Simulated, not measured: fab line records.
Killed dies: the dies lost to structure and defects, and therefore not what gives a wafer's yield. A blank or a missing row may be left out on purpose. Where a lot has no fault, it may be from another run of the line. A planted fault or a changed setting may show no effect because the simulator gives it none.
fab line records	flow sky130	part 2 of 2: steps 27 to 38 of 38
record lots=5	wafers=15	last_day=50
route steps=708 shown VIA3@577 METAL4@598 CAP2M@603
lots untouched by any fault: they come from a run of this same line in which no faults occurred
start_h: start of the lot's first displayed wafer, in hours after the record's first day	wait_h: time in hours since the lot's previous step	" as in the row above	L1.1+2: a single row standing in for several wafers	- no value, or no start was given	* or withheld: withheld	< > ~ a bound
route shown NAME@n: a module of which the file shows steps, and the number in the route of the first	usual: mean/standard deviation of fault-free wafers	same: alike in all rows	chamber/n: place in a boat	sites: the reading at each site	_std_site: the standard deviation of these	_edge_site: mean of outer sites minus mean of inner sites	radius_mm: for every site, how far away it sits from the centre of the wafer	mask NAME#n: copy n	behind: the last tool/chamber to shape the wafer	hold: cause of the lot's hold/its duration in hours/its outcome	device: the transistor (n, p or np) that didn't switch	end of line: at the end of the route, the tests of the same wafers	a step without rows: its recipe alone	killed: count of dies lost to structure and defects at first sort (not the wafer's yield)	map: the dies of a wafer, with x for killed, . for not killed, _ for no die there
set.NAME: the setting as run; set.NAME@STEP: as run at that earlier step	model.NAME: the simulator's own value behind a step, which no gauge read
lots seen at some steps along the route; tables by step, rows by wafer
services: from which hour (start_h, from the record's first day; less than 0 if before it) a tool's chamber was out of use, for how many hours, and why
## steps
# step SKY_CAP2M_CVD_00
# recipe material=SiO2	target_thk_nm=15.5	temp_c=400	time_s=withheld	rf_w=450
# usual heater_power_w=730/94
lot.wafer	tool	chamber	start_h	wait_h	heater_power_w
L075.1	pecvd-02	2	954.58	0.0	772
L075.2	"	0	"	"	749
L075.6	"	2	"	"	777
L078.1	pecvd-03	1	960.00	0.0	710
L078.5	"	1	"	"	737
L078.6	"	0	"	"	597
L091.2	pecvd-02	0	1048.26	0.0	779
L091.3	"	2	"	"	754
L091.6	"	0	"	"	805
L095.2	pecvd-04	0	1069.95	0.0	603
L095.3	"	1	"	"	743
L095.4	"	0	"	"	603
L097.1	pecvd-04	1	1081.19	0.0	817
L097.3	"	0	"	"	650
L097.6	"	0	"	"	654
# step SKY_CAP2M_THK_MEAS_01
# recipe reads=SiO2_of_CAP2M_CVD_00
# usual CAP2M_CVD_00_THK=15.54/0.23
lot.wafer	tool	chamber	start_h	wait_h	CAP2M_CVD_00_THK[nm]
L075.1	film_metro-02	-	954.61	-	15.44
L075.2	"	-	"	"	15.25
L075.6	"	-	"	"	15.37
L078.1	film_metro-03	-	960.02	-	15.63
L078.5	"	-	"	"	16.01
L078.6	"	-	"	"	15.67
L091.2	film_metro-02	-	1048.29	-	15.12
L091.3	"	-	"	"	15.30
L091.6	"	-	"	"	15.52
L095.2	film_metro-03	-	1069.99	-	15.60
L095.3	"	-	"	"	15.46
L095.4	"	-	"	"	15.86
L097.1	film_metro-03	-	1081.21	-	15.73
L097.3	"	-	"	"	15.65
L097.6	"	-	"	"	15.75
# step SKY_CAP2M_SPUTTER_02
# recipe material=TiN	target_thk_nm=200	temp_c=300	power_w=6500	time_s=166.7	chamber_pressure_pa=0.4
# usual throttle_valve_pct=30.3/0.93
lot.wafer	tool	chamber	start_h	wait_h	throttle_valve_pct
L075.1	pvd_sputter-04	-	954.67	0.1	31.0
L075.2	"	-	"	"	28.3
L075.6	"	-	"	"	31.6
L078.1	pvd_sputter-03	-	960.08	0.1	30.1
L078.5	"	-	"	"	30.4
L078.6	"	-	"	"	31.0
L091.2	pvd_sputter-03	-	1048.34	0.0	30.0
L091.3	"	-	"	"	31.3
L091.6	"	-	"	"	30.2
L095.2	pvd_sputter-03	-	1070.04	0.0	31.4
L095.3	"	-	"	"	29.7
L095.4	"	-	"	"	29.7
L097.1	pvd_sputter-03	-	1081.27	0.1	30.0
L097.3	"	-	"	"	30.2
L097.6	"	-	"	"	29.8
# step SKY_CAP2M_RS_MEAS_03
# recipe thk_meas_gauge=four-point-probe	reads=TiN_of_CAP2M_SPUTTER_02
# usual CAP2M_TIN_RS=6.93/0.071
lot.wafer	tool	chamber	start_h	wait_h	CAP2M_TIN_RS[ohm/sq]
L075.1	film_metro-04	-	954.78	0.1	6.89
L075.2	"	-	"	"	6.95
L075.6	"	-	"	"	6.95
L078.1	film_metro-02	-	960.19	0.1	6.89
L078.5	"	-	"	"	6.92
L078.6	"	-	"	"	6.90
L091.2	film_metro-02	-	1048.47	0.1	6.87
L091.3	"	-	"	"	6.86
L091.6	"	-	"	"	6.83
L095.2	film_metro-04	-	1070.16	0.1	6.92
L095.3	"	-	"	"	6.91
L095.4	"	-	"	"	6.92
L097.1	film_metro-03	-	1081.38	0.1	6.90
L097.3	"	-	"	"	6.89
L097.6	"	-	"	"	6.88
# step SKY_CAP2M_THK_MEAS_04
# recipe thk_meas_gauge=xrf	reads=TiN_of_CAP2M_SPUTTER_02
# usual CAP2M_TIN_THK=201.1/2.3
lot.wafer	tool	chamber	start_h	wait_h	CAP2M_TIN_THK[nm]
L075.1	film_metro-04	-	954.90	0.1	202.5
L075.2	"	-	"	"	199.7
L075.6	"	-	"	"	198.7
L078.1	film_metro-02	-	960.31	0.1	202.3
L078.5	"	-	"	"	200.3
L078.6	"	-	"	"	200.5
L091.2	film_metro-02	-	1048.58	0.1	202.2
L091.3	"	-	"	"	203.0
L091.6	"	-	"	"	203.9
L095.2	film_metro-04	-	1070.27	0.1	202.1
L095.3	"	-	"	"	201.4
L095.4	"	-	"	"	201.7
L097.1	film_metro-03	-	1081.50	0.1	202.9
L097.3	"	-	"	"	203.8
L097.6	"	-	"	"	204.3
# step SKY_CAP2M_DEHYDRATE_05
# recipe temp_c=200	time_s=60
lot.wafer	tool	chamber	start_h	wait_h
L075.1+2+6	litho_track-01	0	965.70	10.8
L078.1+5+6	litho_track-03	0	972.02	11.7
L091.2+3+6	litho_track-03	0	1058.54	10.0
L095.2+3+4	litho_track-01	0	1079.87	9.6
L097.1+3+6	litho_track-03	0	1091.17	9.7
# step SKY_CAP2M_HMDS_06
# recipe prime_time_s=60	prime_temp_c=120
# same prime_time_s=60
lot.wafer	tool	chamber	start_h	wait_h
L075.1+2+6	litho_track-01	0	965.85	0.1
L078.1+5+6	litho_track-03	0	972.17	0.1
L091.2+3+6	litho_track-03	0	1058.69	0.1
L095.2+3+4	litho_track-01	0	1080.02	0.1
L097.1+3+6	litho_track-03	0	1091.32	0.1
# step SKY_CAP2M_COAT_07
# recipe resist=NOVOLAK	spin_rpm=3000	resist_thk_nm=1140
# usual spin_speed_rpm=2999.9/1.8
lot.wafer	tool	chamber	start_h	wait_h	spin_speed_rpm
L075.1	litho_track-01	0	966.00	0.1	2999.0
L075.2	"	0	"	"	3000.1
L075.6	"	0	"	"	2999.2
L078.1	litho_track-03	0	972.32	0.1	2996.9
L078.5	"	0	"	"	3003.8
L078.6	"	0	"	"	3000.5
L091.2	litho_track-03	0	1058.84	0.1	3000.7
L091.3	"	0	"	"	3001.3
L091.6	"	0	"	"	3000.2
L095.2	litho_track-01	0	1080.17	0.1	3002.6
L095.3	"	0	"	"	3002.3
L095.4	"	0	"	"	3000.6
L097.1	litho_track-03	0	1091.47	0.1	2998.2
L097.3	"	0	"	"	2999.4
L097.6	"	0	"	"	2996.9
# step SKY_CAP2M_SOFTBAKE_08
# recipe temp_c=90	time_s=60	resist=NOVOLAK
lot.wafer	tool	chamber	start_h	wait_h
L075.1+2+6	litho_track-01	0	966.15	0.1
L078.1+5+6	litho_track-03	0	972.47	0.1
L091.2+3+6	litho_track-03	0	1058.99	0.1
L095.2+3+4	litho_track-01	0	1080.32	0.1
L097.1+3+6	litho_track-03	0	1091.62	0.1
# step SKY_CAP2M_EXPOSE_09
# recipe mask_id=CAP2M	na=0.6	source_shape=conventional	sigma_outer=0.6	polarization=unpolarized	target_cd_nm=1000	dose_mj=159
# usual focus_offset_nm=0.0/0.58	reticle_temp_C=22.97/0.11
lot.wafer	tool	chamber	start_h	wait_h	mask	focus_offset_nm	reticle_temp_C
L075.1	iline_stepper-01	0	-	-	CAP2M#0	0.4	22.99
L075.2	"	0	"	"	CAP2M#0	-0.9	23.04
L075.6	"	0	"	"	CAP2M#0	0.2	23.07
L078.1	iline_stepper-02	0	-	-	CAP2M#0	-0.3	22.91
L078.5	"	0	"	"	CAP2M#0	-0.5	23.13
L078.6	"	0	"	"	CAP2M#0	0.1	23.05
L091.2	iline_stepper-01	0	-	-	CAP2M#0	-0.5	22.95
L091.3	"	0	"	"	CAP2M#0	-0.1	22.97
L091.6	"	0	"	"	CAP2M#0	-0.3	22.98
L095.2	iline_stepper-02	0	-	-	CAP2M#0	0.8	23.08
L095.3	"	0	"	"	CAP2M#0	-0.3	22.83
L095.4	"	0	"	"	CAP2M#0	0.0	22.96
L097.1	iline_stepper-02	0	-	-	CAP2M#0	0.6	22.86
L097.3	"	0	"	"	CAP2M#0	0.5	23.08
L097.6	"	0	"	"	CAP2M#0	1.0	22.93
# step SKY_CAP2M_PEB_10
# recipe temp_c=withheld	time_s=*	resist=NOVOLAK
lot.wafer	tool	chamber	start_h	wait_h
L075.1+2+6	litho_track-03	0	-	-
L078.1+5+6	litho_track-03	0	-	-
L091.2+3+6	litho_track-02	0	-	-
L095.2+3+4	litho_track-02	0	-	-
L097.1+3+6	litho_track-01	0	-	-
# step SKY_CAP2M_DEVELOP_11
# recipe resist=NOVOLAK	developer=TMAH	develop_time_s=60	dev_temp_c=23
lot.wafer	tool	chamber	start_h	wait_h
L075.1+2+6	litho_track-03	0	978.07	0.1
L078.1+5+6	litho_track-03	0	983.72	0.1
L091.2+3+6	litho_track-02	0	1070.29	0.1
L095.2+3+4	litho_track-02	0	1090.44	0.1
L097.1+3+6	litho_track-01	0	1101.95	0.1
## services
tool	chamber	start_h	hours	kind
cmp-01	-	916.59	4.0	pm
pvd_sputter-03	-	920.58	4.2	repair
plasma_asher-03	-	929.29	0.7	repair
krf_scanner-02	-	930.05	1.0	pm
krf_scanner-02	-	932.78	1.3	pm
wet_bench-02	-	936.22	0.5	repair
pecvd-04	-	936.76	2.3	repair
krf_scanner-01	-	938.83	1.5	repair
pvd_sputter-02	-	939.99	5.9	repair
pecvd-04	0	942.08	7.6	repair
cvd_w-02	-	962.70	0.4	repair
cmp-01	-	967.18	5.5	pm
wet_bench-03	-	967.77	1.7	repair
krf_scanner-02	-	980.60	0.8	pm
pvd_sputter-04	-	1018.89	4.5	repair
wet_bench-01	-	1022.61	1.9	pm
cmp-01	-	1027.49	0.2	repair
iline_stepper-02	-	1033.35	1.7	pm
pvd_sputter-01	-	1048.43	25.2	repair
pvd_sputter-01	-	1054.38	3.5	repair
cmp-01	-	1076.83	0.5	repair
krf_scanner-02	-	1078.98	4.4	pm
krf_scanner-02	-	1087.30	3.6	pm
krf_scanner-02	-	1099.06	1.0	pm
